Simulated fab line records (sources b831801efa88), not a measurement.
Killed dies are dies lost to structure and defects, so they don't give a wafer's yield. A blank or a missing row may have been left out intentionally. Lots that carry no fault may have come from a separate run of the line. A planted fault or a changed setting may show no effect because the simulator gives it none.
fab line records | flow sky130
record: lots: 5 wafers: 15 lastDay: 50
route steps=708 shown PWDE@55 NWELL@56 VT_ADJUST_HVTP@85
lots with no fault: from the same line, run without faults
startH: start of the lot's first displayed wafer, in hours after the record's first day | waitH: hours since the lot's step before | " the same as in the row above | L1.1+2: several wafers, shown together as one row | - either no value or no given start | * or withheld: withheld | < > ~ a bound
route shown NAME@n: names a module that has steps shown in the file, with the first one's number in the route | usual: the fault-free wafers' mean and standard deviation | same: alike in all rows | chamber/n: place in a boat | sites: per-site readings | _std_site: standard deviation across them | _edge_site: outer sites' mean less inner sites' | radiusMm: how far each site lies from the wafer's centre | mask NAME#n: copy n | behind: tool/chamber where the wafer was last shaped | hold: cause of the lot's hold/its duration in hours/its outcome | device: whichever transistor did not switch (one of n, p or np) | end of line: the route-end tests of the same wafers | for a step that has no rows: nothing shown but its recipe | killed: count of dies lost to structure and defects at first sort (not the wafer's yield) | map: shows each die of a wafer: x if killed, . if not, _ if none is there
set.NAME: the setting the step ran with; set.NAME@STEP: the setting that earlier step ran with | model.NAME: the simulator's own value behind a step, which no gauge read
lots at some steps of the route; a table a step, a row a wafer
services: the hour from which a tool's chamber was out of use, counted from the record's first day as startH (under 0 if before that day), plus the number of hours and why
== steps ==
step: SKY_PWDE_TW_MEAS_10
usual: PWDE_TW: 373/4.1
columns lot.wafer tool chamber startH waitH PWDE_TW
L079.1 filmMetro-01 - 100.57 0.1 377
L079.2 " - " " 377
L079.3 " - " " 376
L088.1 filmMetro-03 - 146.64 0.1 371
L088.3 " - " " 370
L088.6 " - " " 371
L089.1 filmMetro-03 - 153.19 0.1 371
L089.2 " - " " 369
L089.5 " - " " 372
L096.1 filmMetro-02 - 207.14 0.1 365
L096.3 " - " " 368
L096.5 " - " " 366
L097.1 filmMetro-02 - 208.09 0.1 366
L097.3 " - " " 368
L097.6 " - " " 368
step: SKY_NWELL_DEHYDRATE_03
recipe: tempC: 200 timeS: 60
usual: resistLineTempC: 23.02/0.095
columns lot.wafer tool chamber startH waitH resistLineTempC
L079.1 lithoTrack-04 0 108.94 8.4 22.92
L079.2 " 0 " " 23.05
L079.3 " 0 " " 22.98
L088.1 lithoTrack-04 0 155.09 8.4 23.05
L088.3 " 0 " " 22.91
L088.6 " 0 " " 22.90
L089.1 lithoTrack-03 0 161.50 8.3 23.18
L089.2 " 0 " " 23.08
L089.5 " 0 " " 22.95
L096.1 lithoTrack-04 0 216.94 9.8 22.99
L096.3 " 0 " " 22.97
L096.5 " 0 " " 23.04
L097.1 lithoTrack-04 0 217.89 9.8 23.02
L097.3 " 0 " " 23.01
L097.6 " 0 " " 23.02
step: SKY_NWELL_HMDS_04
recipe: primeTimeS: 60 primeTempC: 120
usual: resistLineTempC: 23.01/0.1
columns lot.wafer tool chamber startH waitH resistLineTempC
L079.1 lithoTrack-04 0 109.09 0.1 23.04
L079.2 " 0 " " 23.30
L079.3 " 0 " " 23.07
L088.1 lithoTrack-04 0 155.24 0.1 22.92
L088.3 " 0 " " 22.94
L088.6 " 0 " " 23.03
L089.1 lithoTrack-03 0 161.65 0.1 22.94
L089.2 " 0 " " 23.07
L089.5 " 0 " " 23.03
L096.1 lithoTrack-04 0 217.09 0.1 23.00
L096.3 " 0 " " 22.98
L096.5 " 0 " " 23.12
L097.1 lithoTrack-04 0 218.04 0.1 23.00
L097.3 " 0 " " 23.02
L097.6 " 0 " " 23.19
step: SKY_NWELL_COAT_05
recipe: spinRpm: 2000 resistThkNm: 3000
usual: resistLineTempC: 23.03/0.11
columns lot.wafer tool chamber startH waitH resistLineTempC
L079.1 lithoTrack-04 0 109.24 0.1 23.15
L079.2 " 0 " " 22.95
L079.3 " 0 " " 23.11
L088.1 lithoTrack-04 0 155.39 0.1 23.06
L088.3 " 0 " " 22.99
L088.6 " 0 " " 23.04
L089.1 lithoTrack-03 0 161.80 0.1 22.99
L089.2 " 0 " " 23.04
L089.5 " 0 " " 22.98
L096.1 lithoTrack-04 0 217.24 0.1 23.21
L096.3 " 0 " " 23.12
L096.5 " 0 " " 23.16
L097.1 lithoTrack-04 0 218.19 0.1 23.10
L097.3 " 0 " " 23.06
L097.6 " 0 " " 23.10
step: SKY_NWELL_SOFTBAKE_06
recipe: tempC: 110 timeS: withheld
usual: resistLineTempC: 22.99/0.1
columns lot.wafer tool chamber startH waitH resistLineTempC
L079.1 lithoTrack-04 0 109.39 0.1 22.95
L079.2 " 0 " " 22.80
L079.3 " 0 " " 23.04
L088.1 lithoTrack-04 0 155.54 0.1 22.85
L088.3 " 0 " " 23.07
L088.6 " 0 " " 23.13
L089.1 lithoTrack-03 0 161.95 0.1 23.11
L089.2 " 0 " " 23.04
L089.5 " 0 " " 23.13
L096.1 lithoTrack-04 0 217.39 0.1 23.00
L096.3 " 0 " " 22.98
L096.5 " 0 " " 22.95
L097.1 lithoTrack-04 0 218.34 0.1 22.72
L097.3 " 0 " " 23.01
L097.6 " 0 " " 22.83
step: SKY_NWELL_EXPOSE_07
recipe: maskId: NWM na: 0.6 sourceShape: conventional sigmaOuter: 0.6 polarization: unpolarized targetCdNm: 840 doseMj: 255
columns lot.wafer tool chamber startH waitH mask
L079.1+2+3 ilineStepper-01 0 - - NWM#0
L088.1+3+6 ilineStepper-01 0 - - NWM#0
L089.1+2+5 ilineStepper-01 0 - - NWM#0
L096.1+3+5 ilineStepper-02 0 - - NWM#0
L097.1+3+6 ilineStepper-01 0 - - NWM#0
step: SKY_NWELL_PEB_08
recipe: tempC: 115 timeS: withheld
usual: resistLineTempC: 23.01/0.095
columns lot.wafer tool chamber startH waitH resistLineTempC
L079.1 lithoTrack-04 0 - - 23.03
L079.2 " 0 " " 23.12
L079.3 " 0 " " 22.97
L088.1 lithoTrack-02 0 - - 22.86
L088.3 " 0 " " 23.00
L088.6 " 0 " " 23.02
L089.1 lithoTrack-02 0 - - 23.10
L089.2 " 0 " " 22.92
L089.5 " 0 " " 23.10
L096.1 lithoTrack-03 0 - - 22.87
L096.3 " 0 " " 22.99
L096.5 " 0 " " 22.87
L097.1 lithoTrack-02 0 - - 22.93
L097.3 " 0 " " 22.99
L097.6 " 0 " " 22.91
step: SKY_NWELL_DEVELOP_09
recipe: wallAngleDeg: 90 developer: TMAH developTimeS: 60 devTempC: 23
usual: resistLineTempC: 23.02/0.094
columns lot.wafer tool chamber startH waitH resistLineTempC
L079.1 lithoTrack-04 0 - - 23.16
L079.2 " 0 " " 23.01
L079.3 " 0 " " 23.06
L088.1 lithoTrack-02 0 - - 23.02
L088.3 " 0 " " 22.98
L088.6 " 0 " " 22.95
L089.1 lithoTrack-02 0 - - 22.98
L089.2 " 0 " " 22.90
L089.5 " 0 " " 23.11
L096.1 lithoTrack-03 0 - - 23.06
L096.3 " 0 " " 23.06
L096.5 " 0 " " 22.87
L097.1 lithoTrack-02 0 - - 22.95
L097.3 " 0 " " 22.95
L097.6 " 0 " " 23.16
step: SKY_NWELL_OVL_MEAS_10
usual: NWELL_00_OVL: 1.1/1.6
columns lot.wafer tool chamber startH waitH NWELL_00_OVL[nm]
L079.1 overlay-02 - 118.89 - 0.8
L079.2 " - " " 1.1
L079.3 " - " " -0.1
L088.1 overlay-02 - 164.55 - 2.0
L088.3 " - " " -0.2
L088.6 " - " " 1.8
L089.1 overlay-02 - 171.30 - 1.0
L089.2 " - " " 1.3
L089.5 " - " " 1.5
L096.1 overlay-02 - 228.20 - 3.0
L096.3 " - " " 2.3
L096.5 " - " " 2.5
L097.1 overlay-02 - 229.25 - -0.7
L097.3 " - " " -1.5
L097.6 " - " " -1.6
step: SKY_NWELL_IMPLANT_11
recipe: species: P energyKev: 400 doseCm2: 1.9e+13 tiltDeg: withheld
columns lot.wafer tool chamber startH waitH
L079.1+2+3 implanter-04 0 118.93 0.0
L088.1+3+6 implanter-02 0 164.59 0.0
L089.1+2+5 implanter-04 0 171.34 0.0
L096.1+3+5 implanter-04 0 228.24 0.0
L097.1+3+6 implanter-02 0 229.29 0.0
step: SKY_NWELL_IMPLANT_12
recipe: species: P energyKev: 120 doseCm2: 1.3e+12 tiltDeg: withheld
columns lot.wafer tool chamber startH waitH
L079.1+2+3 implanter-04 0 119.08 0.1
L088.1+3+6 implanter-02 0 164.74 0.1
L089.1+2+5 implanter-04 0 171.49 0.1
L096.1+3+5 implanter-04 0 228.39 0.1
L097.1+3+6 implanter-02 0 229.44 0.1
step: SKY_NWELL_IMPLANT_13
recipe: species: P energyKev: 50 doseCm2: 7e+11 tiltDeg: withheld
columns lot.wafer tool chamber startH waitH
L079.1+2+3 implanter-04 0 119.23 0.1
L088.1+3+6 implanter-02 0 164.89 0.1
L089.1+2+5 implanter-04 0 171.64 0.1
L096.1+3+5 implanter-04 0 228.54 0.1
L097.1+3+6 implanter-02 0 229.59 0.1
step: SKY_NWELL_STRIP_14
recipe: chemistry: O2/N2 powerW: 1400 pressureMtorr: 1500 platenTempC: withheld o2FlowSccm: 3000 n2FlowSccm: 300 overashFraction: 0.5
usual: drypumpMotorCurrentA: 5.7/0.32 oesProductAu: 0.722/0.0046 stripTimeToEndpointS: 36.90/0.12
columns lot.wafer tool chamber startH waitH drypumpMotorCurrentA oesProductAu rfHoursCounterH stripTimeToEndpointS
L079.1 plasmaAsher-01 1 119.38 0.1 6.4 0.723 0 37.00
L079.2 " 0 " " 5.8 0.724 0 36.96
L079.3 " 0 " " 5.8 0.721 - 36.90
L088.1 plasmaAsher-01 1 165.04 0.1 6.3 0.715 4 36.87
L088.3 " 1 " " 6.3 0.726 - 36.90
L088.6 " 1 " " 6.3 0.725 - 36.90
L089.1 plasmaAsher-01 0 171.79 0.1 5.8 0.720 5 37.06
L089.2 " 1 " " 6.3 0.716 5 36.87
L089.5 " 0 " " 5.8 0.720 - 37.02
L096.1 plasmaAsher-01 1 228.69 0.1 6.3 0.719 10 36.88
L096.3 " 0 " " 5.8 0.714 - 36.87
L096.5 " 0 " " 5.8 0.731 - 36.95
L097.1 plasmaAsher-01 1 229.74 0.1 6.4 0.726 10 36.90
L097.3 " 0 " " 5.8 0.723 - 36.82
L097.6 " 1 " " 6.3 0.725 - 36.89
step: SKY_NWELL_TW_MEAS_15
usual: NWELL_TW: 1812/17
columns lot.wafer tool chamber startH waitH NWELL_TW
L079.1 filmMetro-02 - 119.48 0.1 1785
L079.2 " - " " 1790
L079.3 " - " " 1793
L088.1 filmMetro-03 - 165.14 0.1 1808
L088.3 " - " " 1814
L088.6 " - " " 1805
L089.1 filmMetro-02 - 171.89 0.1 1797
L089.2 " - " " 1793
L089.5 " - " " 1789
L096.1 filmMetro-03 - 228.79 0.1 1832
L096.3 " - " " 1830
L096.5 " - " " 1839
L097.1 filmMetro-02 - 229.84 0.1 1804
L097.3 " - " " 1809
L097.6 " - " " 1808
step: SKY_NWELL_DEHYDRATE_16
recipe: tempC: 200 timeS: 60
usual: resistLineTempC: 23.02/0.099
columns lot.wafer tool chamber startH waitH resistLineTempC
L079.1 lithoTrack-04 0 128.29 8.8 22.93
L079.2 " 0 " " 22.95
L079.3 " 0 " " 22.99
L088.1 lithoTrack-02 0 174.35 9.2 22.91
L088.3 " 0 " " 22.98
L088.6 " 0 " " 22.93
L089.1 lithoTrack-04 0 180.94 9.0 22.99
L089.2 " 0 " " 23.06
L089.5 " 0 " " 23.12
L096.1 lithoTrack-02 0 239.70 10.9 22.87
L096.3 " 0 " " 22.95
L096.5 " 0 " " 22.98
L097.1 lithoTrack-02 0 240.65 10.8 22.85
L097.3 " 0 " " 22.87
L097.6 " 0 " " 22.78
step: SKY_NWELL_HMDS_17
recipe: primeTimeS: 60 primeTempC: 120
usual: resistLineTempC: 23.00/0.097
columns lot.wafer tool chamber startH waitH resistLineTempC
L079.1 lithoTrack-04 0 128.44 0.1 23.05
L079.2 " 0 " " 23.03
L079.3 " 0 " " 23.05
L088.1 lithoTrack-02 0 174.50 0.1 23.08
L088.3 " 0 " " 23.13
L088.6 " 0 " " 23.03
L089.1 lithoTrack-04 0 181.09 0.1 22.91
L089.2 " 0 " " 22.97
L089.5 " 0 " " 23.01
L096.1 lithoTrack-02 0 239.85 0.1 23.09
L096.3 " 0 " " 23.10
L096.5 " 0 " " 23.07
L097.1 lithoTrack-02 0 240.80 0.1 22.85
L097.3 " 0 " " 22.96
L097.6 " 0 " " 22.95
step: SKY_NWELL_COAT_18
recipe: spinRpm: 2000 resistThkNm: 3000
usual: resistLineTempC: 22.98/0.12
columns lot.wafer tool chamber startH waitH resistLineTempC
L079.1 lithoTrack-04 0 128.59 0.1 22.91
L079.2 " 0 " " 23.01
L079.3 " 0 " " 22.83
L088.1 lithoTrack-02 0 174.65 0.1 23.10
L088.3 " 0 " " 23.16
L088.6 " 0 " " 23.14
L089.1 lithoTrack-04 0 181.24 0.1 23.03
L089.2 " 0 " " 23.04
L089.5 " 0 " " 23.12
L096.1 lithoTrack-02 0 240.00 0.1 23.13
L096.3 " 0 " " 23.05
L096.5 " 0 " " 23.15
L097.1 lithoTrack-02 0 240.95 0.1 22.78
L097.3 " 0 " " 23.03
L097.6 " 0 " " 23.00
step: SKY_NWELL_SOFTBAKE_19
recipe: tempC: 110 timeS: withheld
usual: resistLineTempC: 23.02/0.11
columns lot.wafer tool chamber startH waitH resistLineTempC
L079.1 lithoTrack-04 0 128.74 0.1 23.01
L079.2 " 0 " " 22.93
L079.3 " 0 " " 22.99
L088.1 lithoTrack-02 0 174.80 0.1 22.92
L088.3 " 0 " " 22.89
L088.6 " 0 " " 22.97
L089.1 lithoTrack-04 0 181.39 0.1 22.87
L089.2 " 0 " " 23.08
L089.5 " 0 " " 22.81
L096.1 lithoTrack-02 0 240.15 0.1 22.99
L096.3 " 0 " " 22.93
L096.5 " 0 " " 23.04
L097.1 lithoTrack-02 0 241.10 0.1 23.07
L097.3 " 0 " " 23.06
L097.6 " 0 " " 23.25
step: SKY_NWELL_EXPOSE_20
recipe: maskId: NWM_COMPLEMENT na: 0.6 sourceShape: conventional sigmaOuter: 0.6 polarization: unpolarized targetCdNm: 840 doseMj: 260
columns lot.wafer tool chamber startH waitH mask
L079.1+2+3 ilineStepper-02 0 - - NWM_COMPLEMENT#0
L088.1+3+6 ilineStepper-01 0 - - NWM_COMPLEMENT#0
L089.1+2+5 ilineStepper-01 0 - - NWM_COMPLEMENT#0
L096.1+3+5 ilineStepper-01 0 - - NWM_COMPLEMENT#0
L097.1+3+6 ilineStepper-01 0 - - NWM_COMPLEMENT#0
step: SKY_NWELL_PEB_21
recipe: tempC: 115 timeS: withheld
usual: resistLineTempC: 22.98/0.1
columns lot.wafer tool chamber startH waitH resistLineTempC
L079.1 lithoTrack-04 0 - - 23.09
L079.2 " 0 " " 23.01
L079.3 " 0 " " 22.99
L088.1 lithoTrack-03 0 - - 22.89
L088.3 " 0 " " 22.89
L088.6 " 0 " " 23.01
L089.1 lithoTrack-03 0 - - 23.02
L089.2 " 0 " " 22.94
L089.5 " 0 " " 22.80
L096.1 lithoTrack-03 0 - - 22.95
L096.3 " 0 " " 23.07
L096.5 " 0 " " 23.12
L097.1 lithoTrack-02 0 - - 22.93
L097.3 " 0 " " 22.98
L097.6 " 0 " " 22.90
step: SKY_NWELL_DEVELOP_22
recipe: wallAngleDeg: 90 developer: TMAH developTimeS: 60 devTempC: 23
usual: resistLineTempC: 22.99/0.11
columns lot.wafer tool chamber startH waitH resistLineTempC
L079.1 lithoTrack-04 0 - - 23.17
L079.2 " 0 " " 22.93
L079.3 " 0 " " 23.08
L088.1 lithoTrack-03 0 - - 23.19
L088.3 " 0 " " 22.98
L088.6 " 0 " " 23.12
L089.1 lithoTrack-03 0 - - 23.03
L089.2 " 0 " " 22.96
L089.5 " 0 " " 23.08
L096.1 lithoTrack-03 0 - - 23.14
L096.3 " 0 " " 22.88
L096.5 " 0 " " 23.18
L097.1 lithoTrack-02 0 - - 22.97
L097.3 " 0 " " 23.13
L097.6 " 0 " " 23.04
step: SKY_NWELL_OVL_MEAS_23
usual: NWELL_01_OVL: 0.7/1.3
columns lot.wafer tool chamber startH waitH NWELL_01_OVL[nm]
L079.1 overlay-02 - 138.34 - 3.9
L079.2 " - " " 2.1
L079.3 " - " " 2.7
L088.1 overlay-01 - 185.15 - 0.8
L088.3 " - " " 0.5
L088.6 " - " " -0.3
L089.1 overlay-01 - 192.25 - 0.7
L089.2 " - " " -0.3
L089.5 " - " " -1.3
L096.1 overlay-02 - 252.25 - 0.3
L096.3 " - " " 2.2
L096.5 " - " " 1.3
L097.1 overlay-01 - 253.00 - 0.9
L097.3 " - " " 1.2
L097.6 " - " " 1.0
step: SKY_NWELL_IMPLANT_24
recipe: species: B energyKev: 140 doseCm2: 9.2e+12 tiltDeg: withheld
columns lot.wafer tool chamber startH waitH
L079.1+2+3 implanter-01 0 138.38 0.0
L088.1+3+6 implanter-02 0 185.19 0.0
L089.1+2+5 implanter-02 0 192.29 0.0
L096.1+3+5 implanter-04 0 252.29 0.0
L097.1+3+6 implanter-02 0 253.04 0.0
step: SKY_NWELL_STRIP_25
recipe: chemistry: O2/N2 powerW: 1400 pressureMtorr: 1500 platenTempC: withheld o2FlowSccm: 3000 n2FlowSccm: 300 overashFraction: 0.5
usual: drypumpMotorCurrentA: 5.8/0.3 oesProductAu: 0.722/0.0047 stripTimeToEndpointS: 36.86/0.095
columns lot.wafer tool chamber startH waitH drypumpMotorCurrentA oesProductAu rfHoursCounterH stripTimeToEndpointS
L079.1 plasmaAsher-04 0 138.53 0.1 5.6 0.717 33 36.97
L079.2 " 1 " " 5.9 0.727 33 36.91
L079.3 " 0 " " 5.6 0.721 - 36.86
L088.1 plasmaAsher-04 1 185.34 0.1 5.9 0.721 38 36.64
L088.3 " 0 " " 5.6 0.722 - 36.60
L088.6 " 0 " " 5.6 0.721 - 36.77
L089.1 plasmaAsher-04 0 192.44 0.1 5.6 0.727 39 36.82
L089.2 " 1 " " 5.9 0.717 39 36.78
L089.5 " 1 " " 5.9 0.728 - 36.83
L096.1 plasmaAsher-01 0 252.44 0.1 5.8 0.724 13 36.81
L096.3 " 0 " " 5.8 0.718 - 36.81
L096.5 " 0 " " 5.8 0.721 - 36.77
L097.1 plasmaAsher-04 0 253.19 0.1 5.6 0.712 45 36.82
L097.3 " 1 " " 5.9 0.719 - 36.84
L097.6 " 0 " " 5.6 0.715 - 36.86
step: SKY_NWELL_TW_MEAS_26
usual: NWELL_2_TW: 497/5
columns lot.wafer tool chamber startH waitH NWELL_2_TW
L079.1 filmMetro-02 - 138.63 0.1 490
L079.2 " - " " 491
L079.3 " - " " 488
L088.1 filmMetro-01 - 185.44 0.1 504
L088.3 " - " " 502
L088.6 " - " " 502
L089.1 filmMetro-01 - 192.54 0.1 501
L089.2 " - " " 502
L089.5 " - " " 503
L096.1 filmMetro-03 - 252.54 0.1 493
L096.3 " - " " 494
L096.5 " - " " 497
L097.1 filmMetro-03 - 253.29 0.1 494
L097.3 " - " " 497
L097.6 " - " " 495
step: SKY_NWELL_CLEAN_27
recipe: chemistry: SC1/SC2 mix: 1:4:20 tempC: 70 timeS: 150 dry: n2Spin
columns lot.wafer tool chamber startH waitH
L079.1+2+3 wetBench-02 3 138.69 0.1
L088.1+3+6 wetBench-03 2 185.52 0.1
L089.1+2+5 wetBench-02 0 192.60 0.1
L096.1+3+5 wetBench-04 2 252.60 0.1
L097.1+3+6 wetBench-04 3 253.35 0.1
step: SKY_NWELL_RTA_28
recipe: tempC: 1050 timeS: 30 idleTempC: 650 rampUpCPerS: 150 rampDownCPerS: 90 ambient: N2
usual: lampPowerPct: 25.31/0.054 wafer_temp_C_max: 1054.8/0.9
columns lot.wafer tool chamber startH waitH lampPowerPct wafer_temp_C_max
L079.1 rtpAnneal-02 0 138.74 0.0 25.33 1054.2
L079.2 " 0 " " 25.27 1053.9
L079.3 " 0 " " 25.24 1056.6
L088.1 rtpAnneal-01 0 185.57 0.0 25.27 1054.3
L088.3 " 0 " " 25.35 1055.6
L088.6 " 0 " " 25.37 1055.9
L089.1 rtpAnneal-01 0 192.65 0.0 25.29 1053.3
L089.2 " 0 " " 25.26 1055.8
L089.5 " 0 " " 25.36 1055.0
L096.1 rtpAnneal-01 0 252.65 0.0 25.20 1054.4
L096.3 " 0 " " 25.32 1054.2
L096.5 " 0 " " 25.38 1054.2
L097.1 rtpAnneal-02 0 253.40 0.0 25.36 1053.4
L097.3 " 0 " " 25.35 1055.6
L097.6 " 0 " " 25.28 1054.0
step: SKY_NWELL_RS_MEAS_29
recipe: thkMeasGauge: four-point-probe
usual: NWELL_RS: 625.0/1.5
columns lot.wafer tool chamber startH waitH NWELL_RS[ohm/sq]
L079.1 filmMetro-03 - 138.84 0.1 625.7
L079.2 " - " " 624.4
L079.3 " - " " 625.9
L088.1 filmMetro-03 - 185.67 0.1 626.9
L088.3 " - " " 626.5
L088.6 " - " " 626.6
L089.1 filmMetro-01 - 192.75 0.1 628.3
L089.2 " - " " 627.7
L089.5 " - " " 627.4
L096.1 filmMetro-01 - 252.75 0.1 626.6
L096.3 " - " " 625.3
L096.5 " - " " 626.0
L097.1 filmMetro-02 - 253.50 0.1 622.4
L097.3 " - " " 623.5
L097.6 " - " " 625.0
step: SKY_NWELL_RS_MEAS_31
recipe: thkMeasGauge: four-point-probe
usual: PWDE_RS: 5280/16
columns lot.wafer tool chamber startH waitH PWDE_RS[ohm/sq]
L079.1 filmMetro-03 - 139.08 0.1 5274
L079.2 " - " " 5286
L079.3 " - " " 5292
L088.1 filmMetro-03 - 185.91 0.1 5266
L088.3 " - " " 5248
L088.6 " - " " 5265
L089.1 filmMetro-01 - 192.99 0.1 5301
L089.2 " - " " 5272
L089.5 " - " " 5287
L096.1 filmMetro-01 - 252.99 0.1 5281
L096.3 " - " " 5276
L096.5 " - " " 5297
L097.1 filmMetro-02 - 253.74 0.1 5292
L097.3 " - " " 5302
L097.6 " - " " 5297
step: SKY_VT_ADJUST_HVTP_DEHYDRATE_00
recipe: tempC: 200 timeS: 60
usual: resistLineTempC: 22.99/0.11
columns lot.wafer tool chamber startH waitH resistLineTempC
L079.1 lithoTrack-02 0 148.15 9.1 22.91
L079.2 " 0 " " 22.98
L079.3 " 0 " " 22.91
L088.1 lithoTrack-04 0 195.64 9.7 22.76
L088.3 " 0 " " 22.67
L088.6 " 0 " " 22.83
L089.1 lithoTrack-04 0 202.89 9.9 22.99
L089.2 " 0 " " 23.00
L089.5 " 0 " " 22.76
L096.1 lithoTrack-02 0 264.25 11.2 23.00
L096.3 " 0 " " 22.90
L096.5 " 0 " " 23.04
L097.1 lithoTrack-04 0 265.14 11.4 22.95
L097.3 " 0 " " 23.07
L097.6 " 0 " " 22.98
step: SKY_VT_ADJUST_HVTP_HMDS_01
recipe: primeTimeS: 60 primeTempC: 120
usual: resistLineTempC: 22.99/0.1
columns lot.wafer tool chamber startH waitH resistLineTempC
L079.1 lithoTrack-02 0 148.30 0.1 22.72
L079.2 " 0 " " 22.67
L079.3 " 0 " " 22.76
L088.1 lithoTrack-04 0 195.79 0.1 22.97
L088.3 " 0 " " 22.95
L088.6 " 0 " " 23.03
L089.1 lithoTrack-04 0 203.04 0.1 22.95
L089.2 " 0 " " 23.13
L089.5 " 0 " " 23.02
L096.1 lithoTrack-02 0 264.40 0.1 22.89
L096.3 " 0 " " 22.95
L096.5 " 0 " " 22.85
L097.1 lithoTrack-04 0 265.29 0.1 22.96
L097.3 " 0 " " 22.95
L097.6 " 0 " " 22.93
step: SKY_VT_ADJUST_HVTP_COAT_02
recipe: resist: NOVOLAK spinRpm: 3000 resistThkNm: 1140
usual: resistLineTempC: 23.01/0.11
columns lot.wafer tool chamber startH waitH resistLineTempC
L079.1 lithoTrack-02 0 148.45 0.1 23.02
L079.2 " 0 " " 22.91
L079.3 " 0 " " 23.03
L088.1 lithoTrack-04 0 195.94 0.1 22.89
L088.3 " 0 " " 23.04
L088.6 " 0 " " 23.05
L089.1 lithoTrack-04 0 203.19 0.1 22.96
L089.2 " 0 " " 23.07
L089.5 " 0 " " 23.00
L096.1 lithoTrack-02 0 264.55 0.1 22.73
L096.3 " 0 " " 22.92
L096.5 " 0 " " 22.84
L097.1 lithoTrack-04 0 265.44 0.1 22.99
L097.3 " 0 " " 23.21
L097.6 " 0 " " 23.09
step: SKY_VT_ADJUST_HVTP_SOFTBAKE_03
recipe: tempC: 90 timeS: 60 resist: NOVOLAK
usual: resistLineTempC: 23.03/0.097
columns lot.wafer tool chamber startH waitH resistLineTempC
L079.1 lithoTrack-02 0 148.60 0.1 22.98
L079.2 " 0 " " 23.08
L079.3 " 0 " " 23.20
L088.1 lithoTrack-04 0 196.09 0.1 23.00
L088.3 " 0 " " 22.96
L088.6 " 0 " " 23.21
L089.1 lithoTrack-04 0 203.34 0.1 23.11
L089.2 " 0 " " 22.97
L089.5 " 0 " " 22.90
L096.1 lithoTrack-02 0 264.70 0.1 23.16
L096.3 " 0 " " 23.21
L096.5 " 0 " " 23.14
L097.1 lithoTrack-04 0 265.59 0.1 23.04
L097.3 " 0 " " 23.00
L097.6 " 0 " " 23.12
step: SKY_VT_ADJUST_HVTP_EXPOSE_04
recipe: maskId: HVTPM na: 0.6 sourceShape: conventional sigmaOuter: 0.6 polarization: unpolarized targetCdNm: 380 doseMj: 140
columns lot.wafer tool chamber startH waitH mask
L079.1+2+3 ilineStepper-01 0 - - HVTPM#0
L088.1+3+6 ilineStepper-01 0 - - HVTPM#0
L089.1+2+5 ilineStepper-02 0 - - HVTPM#0
L096.1+3+5 ilineStepper-02 0 - - HVTPM#0
L097.1+3+6 ilineStepper-01 0 - - HVTPM#0
step: SKY_VT_ADJUST_HVTP_PEB_05
recipe: tempC: withheld timeS: * resist: NOVOLAK
usual: resistLineTempC: *
columns lot.wafer tool chamber startH waitH resistLineTempC
L079.1 lithoTrack-01 0 - - *
L079.2 " 0 " " *
L079.3 " 0 " " *
L088.1 lithoTrack-01 0 - - *
L088.3 " 0 " " *
L088.6 " 0 " " *
L089.1 lithoTrack-01 0 - - *
L089.2 " 0 " " *
L089.5 " 0 " " *
L096.1 lithoTrack-01 0 - - *
L096.3 " 0 " " *
L096.5 " 0 " " *
L097.1 lithoTrack-01 0 - - *
L097.3 " 0 " " *
L097.6 " 0 " " *
step: SKY_VT_ADJUST_HVTP_DEVELOP_06
recipe: resist: NOVOLAK developer: TMAH developTimeS: 60 devTempC: 23
usual: resistLineTempC: 22.98/0.091
columns lot.wafer tool chamber startH waitH resistLineTempC
L079.1 lithoTrack-01 0 157.29 0.1 23.02
L079.2 " 0 " " 22.98
L079.3 " 0 " " 22.95
L088.1 lithoTrack-01 0 206.59 0.1 22.92
L088.3 " 0 " " 22.93
L088.6 " 0 " " 22.83
L089.1 lithoTrack-01 0 213.94 0.1 23.14
L089.2 " 0 " " 23.09
L089.5 " 0 " " 23.03
L096.1 lithoTrack-01 0 276.79 0.1 22.98
L096.3 " 0 " " 22.97
L096.5 " 0 " " 22.83
L097.1 lithoTrack-01 0 277.69 0.1 23.02
L097.3 " 0 " " 22.79
L097.6 " 0 " " 22.94
step: SKY_VT_ADJUST_HVTP_CD_MEAS_07
recipe: targetCdNm: 380
usual: cdNm: 379.5/2.4
columns lot.wafer tool chamber startH waitH cdNm
L079.1 cdSem-02 - 157.44 0.1 381.7
L079.2 " - " " 382.3
L079.3 " - " " 384.1
L088.1 cdSem-01 - 206.74 0.1 374.1
L088.3 " - " " 379.0
L088.6 " - " " 376.9
L089.1 cdSem-02 - 214.09 0.1 380.1
L089.2 " - " " 379.6
L089.5 " - " " 381.3
L096.1 cdSem-01 - 276.94 0.1 377.5
L096.3 " - " " 376.5
L096.5 " - " " 378.5
L097.1 cdSem-02 - 277.84 0.1 376.6
L097.3 " - " " 377.8
L097.6 " - " " 377.7
step: SKY_VT_ADJUST_HVTP_OVL_MEAS_08
usual: VT_ADJUST_HVTP_OVL: 0.2/1.3
columns lot.wafer tool chamber startH waitH VT_ADJUST_HVTP_OVL[nm]
L079.1 overlay-02 - 157.56 0.1 -1.6
L079.2 " - " " -3.8
L079.3 " - " " -2.3
L088.1 overlay-01 - 206.86 0.1 -0.4
L088.3 " - " " -3.1
L088.6 " - " " -0.8
L089.1 overlay-01 - 214.21 0.1 -1.9
L089.2 " - " " -2.1
L089.5 " - " " 2.2
L096.1 overlay-02 - 277.06 0.1 0.4
L096.3 " - " " 1.0
L096.5 " - " " 0.7
L097.1 overlay-02 - 277.96 0.1 0.3
L097.3 " - " " -0.4
L097.6 " - " " -0.8
step: SKY_VT_ADJUST_HVTP_IMPLANT_09
recipe: species: As energyKev: 150 doseCm2: 4.3e+12 tiltDeg: withheld
columns lot.wafer tool chamber startH waitH
L079.1+2+3 implanter-01 0 157.59 0.0
L088.1+3+6 implanter-01 0 206.89 0.0
L089.1+2+5 implanter-03 0 214.24 0.0
L096.1+3+5 implanter-01 0 277.09 0.0
L097.1+3+6 implanter-03 0 277.99 0.0
== services ==
columns tool chamber startH hours kind
implanter-03 - 85.23 3.2 pm
plasmaAsher-01 - 108.75 9.0 pm
plasmaAsher-01 0 108.75 9.0 ventCycle
wetBench-04 - 118.49 2.1 repair
ilineStepper-01 - 118.76 15.3 repair
implanter-04 - 129.16 2.8 pm
ilineStepper-01 - 134.07 1.7 pm
rtpAnneal-01 - 142.51 3.9 pm
ilineStepper-02 - 147.29 10.9 repair
implanter-03 - 149.82 0.9 repair
implanter-03 - 160.84 1.1 repair
implanter-02 - 179.32 2.3 repair
rtpAnneal-02 - 191.02 5.1 pm
wetBench-03 - 192.57 1.9 repair
implanter-03 - 211.67 0.6 repair
implanter-02 - 213.26 9.4 repair
implanter-01 - 213.33 5.1 pm
ilineStepper-02 - 219.85 1.7 pm
implanter-04 - 245.01 7.0 pm
implanter-02 - 246.60 1.7 repair
wetBench-02 - 257.45 1.9 pm
implanter-04 - 258.48 6.6 repair
implanter-02 - 267.12 3.4 pm
ilineStepper-01 - 275.99 8.0 repair
== key ==
fault none
